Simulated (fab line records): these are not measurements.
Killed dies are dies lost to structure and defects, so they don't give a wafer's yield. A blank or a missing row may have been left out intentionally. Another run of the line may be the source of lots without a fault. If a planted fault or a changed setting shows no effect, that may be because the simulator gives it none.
Split-lot trial :: flow sky130 :: 5 lots, 23 wafers read, on a route of 708 steps

THE SPLIT ITSELF
At SKY_LDD_LDN_IMPLANT_11, the setting energyKev was moved away from the recipe's 15 on 8 of the 23 wafers read, by -5.7% to +6.0%. The other wafers ran this setting at the recipe's value.

The reading is taken at the split's own step.

THE READING
implant.drpNm (the simulator's own value, which no gauge read), in nm, at SKY_LDD_LDN_IMPLANT_11. There is no usual value for it anywhere in the file.

wafer: L074.1
tool, chamber at the split: implanter-03, 0
energyKev as run: 15
against the recipe: recipe
implant.drpNm, nm: 5.933
against lot-mates on the recipe: -

wafer: L074.2
tool, chamber at the split: implanter-03, 0
energyKev as run: 15
against the recipe: recipe
implant.drpNm, nm: 5.933
against lot-mates on the recipe: -

wafer: L074.3
tool, chamber at the split: implanter-03, 0
energyKev as run: 15
against the recipe: recipe
implant.drpNm, nm: 5.933
against lot-mates on the recipe: -

wafer: L074.4
tool, chamber at the split: implanter-03, 0
energyKev as run: 15
against the recipe: recipe
implant.drpNm, nm: 5.933
against lot-mates on the recipe: -

wafer: L074.5
tool, chamber at the split: implanter-03, 0
energyKev as run: 15
against the recipe: recipe
implant.drpNm, nm: 5.933
against lot-mates on the recipe: -

wafer: L075.1
tool, chamber at the split: implanter-04, 0
energyKev as run: 15
against the recipe: recipe
implant.drpNm, nm: 5.933
against lot-mates on the recipe: -

wafer: L075.3
tool, chamber at the split: implanter-04, 0
energyKev as run: 15
against the recipe: recipe
implant.drpNm, nm: 5.933
against lot-mates on the recipe: -

wafer: L075.4
tool, chamber at the split: implanter-04, 0
energyKev as run: 15
against the recipe: recipe
implant.drpNm, nm: 5.933
against lot-mates on the recipe: -

wafer: L075.2
tool, chamber at the split: implanter-04, 0
energyKev as run: 14.14
against the recipe: -5.7%
implant.drpNm, nm: 5.696
against lot-mates on the recipe: -0.237

wafer: L075.5
tool, chamber at the split: implanter-04, 0
energyKev as run: 14.14
against the recipe: -5.7%
implant.drpNm, nm: 5.696
against lot-mates on the recipe: -0.237

wafer: L077.1
tool, chamber at the split: implanter-04, 0
energyKev as run: 15.9
against the recipe: +6.0%
implant.drpNm, nm: 6.169
against lot-mates on the recipe: +0.236

wafer: L077.3
tool, chamber at the split: implanter-04, 0
energyKev as run: 15.9
against the recipe: +6.0%
implant.drpNm, nm: 6.169
against lot-mates on the recipe: +0.236

wafer: L077.5
tool, chamber at the split: implanter-04, 0
energyKev as run: 15.9
against the recipe: +6.0%
implant.drpNm, nm: 6.169
against lot-mates on the recipe: +0.236

wafer: L077.2
tool, chamber at the split: implanter-04, 0
energyKev as run: 15
against the recipe: recipe
implant.drpNm, nm: 5.933
against lot-mates on the recipe: -

wafer: L077.6
tool, chamber at the split: implanter-04, 0
energyKev as run: 15
against the recipe: recipe
implant.drpNm, nm: 5.933
against lot-mates on the recipe: -

wafer: L078.3
tool, chamber at the split: implanter-04, 0
energyKev as run: 15
against the recipe: recipe
implant.drpNm, nm: 5.933
against lot-mates on the recipe: -

wafer: L078.4
tool, chamber at the split: implanter-04, 0
energyKev as run: 15
against the recipe: recipe
implant.drpNm, nm: 5.933
against lot-mates on the recipe: -

wafer: L078.5
tool, chamber at the split: implanter-04, 0
energyKev as run: 15
against the recipe: recipe
implant.drpNm, nm: 5.933
against lot-mates on the recipe: -

wafer: L080.1
tool, chamber at the split: implanter-01, 0
energyKev as run: 14.52
against the recipe: -3.2%
implant.drpNm, nm: 5.801
against lot-mates on the recipe: -0.132

wafer: L080.3
tool, chamber at the split: implanter-01, 0
energyKev as run: 14.52
against the recipe: -3.2%
implant.drpNm, nm: 5.801
against lot-mates on the recipe: -0.132

wafer: L080.4
tool, chamber at the split: implanter-01, 0
energyKev as run: 14.52
against the recipe: -3.2%
implant.drpNm, nm: 5.801
against lot-mates on the recipe: -0.132

wafer: L080.2
tool, chamber at the split: implanter-01, 0
energyKev as run: 15
against the recipe: recipe
implant.drpNm, nm: 5.933
against lot-mates on the recipe: -

wafer: L080.5
tool, chamber at the split: implanter-01, 0
energyKev as run: 15
against the recipe: recipe
implant.drpNm, nm: 5.933
against lot-mates on the recipe: -

THE FIT
A straight line over all 23 wafers: implant.drpNm changes by +0.0402 nm for each +1% of energyKev; r = +1.00; the points scatter about the line by 0.0025 nm.
The same after taking each lot's own level away (the mean of its wafers on the recipe; 23 wafers): +0.0402 nm for each +1%; r = +1.00; scatter 0.0025 nm.
That fit puts the effect of the largest move of energyKev on the reading at 0.24 nm.
The lots' own levels span 5.9330 to 5.9330 nm.
The two slopes agree, so the slope changes little with the lot-to-lot level.
Check: +0.241 nm against its lot-mates is what the line predicts for one of the wafers moved furthest among these (+6.0%) when that wafer is left out of the fit. Against them it came out at +0.236 nm.

OTHER SPLITS APPLIED TO THESE WAFERS
These wafers also went through other splits before the reading. Each is held against what the fit with the lots' levels taken away leaves over:
other split on the same wafers: SKY_POLY_GATE_CVD_03 pressureMtorr
wafers away from the commonest value: 18
r with implant.drpNm (lot level and that fit taken away): +0.04

other split on the same wafers: SKY_POLY_GATE_COAT_08 resistThkNm
wafers away from the commonest value: 7
r with implant.drpNm (lot level and that fit taken away): -0.35

other split on the same wafers: SKY_POLY_GATE_ETCH_16 sourceW
wafers away from the commonest value: 7
r with implant.drpNm (lot level and that fit taken away): +0.42

other split on the same wafers: SKY_LDD_P_COAT_02 spinRpm
wafers away from the commonest value: 5
r with implant.drpNm (lot level and that fit taken away): +0.48

other split on the same wafers: SKY_LDD_P_DEVELOP_06 devTempC
wafers away from the commonest value: 5
r with implant.drpNm (lot level and that fit taken away): -0.05

other split on the same wafers: SKY_LDD_HVN_IMPLANT_08 energyKev
wafers away from the commonest value: 11
r with implant.drpNm (lot level and that fit taken away): -0.11

other split on the same wafers: SKY_LDD_HVP_COAT_02 spinRpm
wafers away from the commonest value: 8
r with implant.drpNm (lot level and that fit taken away): +0.26

THE WHOLE CHAIN: every reading that the file lists as answering this split, in the file's order
step: SKY_LDD_LDN_IMPLANT_11
what it does: 
reading: implant.rpNm (the simulator's own value, which no gauge read)
change (the file's fit): not straight: 12.82 at the lowest setting, 12.75 at the recipe, 13.22 at the highest
r (the file's): not given

step: SKY_LDD_LDN_IMPLANT_11
what it does: 
reading: implant.drpNm (the simulator's own value, which no gauge read)
change (the file's fit): +0.0404 nm for each +1% of the setting
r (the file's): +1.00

THE FILE'S OWN FIT
implant.drpNm changes by +0.0404 nm for each +1% of energyKev, r = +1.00.
